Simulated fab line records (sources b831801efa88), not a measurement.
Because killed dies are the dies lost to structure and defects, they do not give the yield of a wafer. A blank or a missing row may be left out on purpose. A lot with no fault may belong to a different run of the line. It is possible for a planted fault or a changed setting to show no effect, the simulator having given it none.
Chamber matching / flow gf180mcu / pecvd-01 running GF_MIM_CVD_05: 3 sister chambers
The step deposits Si3N4, target thk 42 nm, time 29.086 s. 3 wafers are shown with their chamber, then 8 later ones without.

== EACH WAFER AND ITS CHAMBER ==
wafer=L089.2; chamber=1; heaterPowerW (W)=576
wafer=L089.3; chamber=0; heaterPowerW (W)=649
wafer=L089.4; chamber=2; heaterPowerW (W)=626

== WAFERS WITHOUT THEIR CHAMBER ==
wafer=L089.5; heaterPowerW (W)=665
wafer=L089.6; heaterPowerW (W)=579
wafer=L090.1; heaterPowerW (W)=780
wafer=L090.2; heaterPowerW (W)=603
wafer=L090.3; heaterPowerW (W)=563
wafer=L090.4; heaterPowerW (W)=575
wafer=L090.5; heaterPowerW (W)=602
wafer=L090.6; heaterPowerW (W)=772

== WHICH CHAMBER EACH WENT THROUGH ==
wafer=L089.5; from the rows above=can't be placed: 0 or 2 or 1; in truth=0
wafer=L089.6; from the rows above=can't be placed: 1 or 2 or 0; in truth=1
wafer=L090.1; from the rows above=can't be placed: 0 or 2 or 1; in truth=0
wafer=L090.2; from the rows above=can't be placed: 2 or 1 or 0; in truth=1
wafer=L090.3; from the rows above=can't be placed: 1 or 2 or 0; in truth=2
wafer=L090.4; from the rows above=can't be placed: 1 or 2 or 0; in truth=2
wafer=L090.5; from the rows above=can't be placed: 2 or 1 or 0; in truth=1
wafer=L090.6; from the rows above=can't be placed: 0 or 2 or 1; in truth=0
Correct placement for 0 of the 8. Can't be placed from these rows: 8 (the true chamber is among the candidates in 8). Wrongly placed: 0.
How it was worked out, from the rows above alone: a wafer's distance from a chamber is the root of the sum, over the readings, of the square of ((its reading less the chamber's mean) divided by the reading's scatter). If the next closest chamber is less than 2 further off than the closest, the wafer can't be placed; otherwise it belongs to the closest. The mean given for a chamber averages the wafers shown for that chamber. The scatter: root of mean squared gap, hidden wafer to nearest shown wafer, with one shown wafer a chamber.
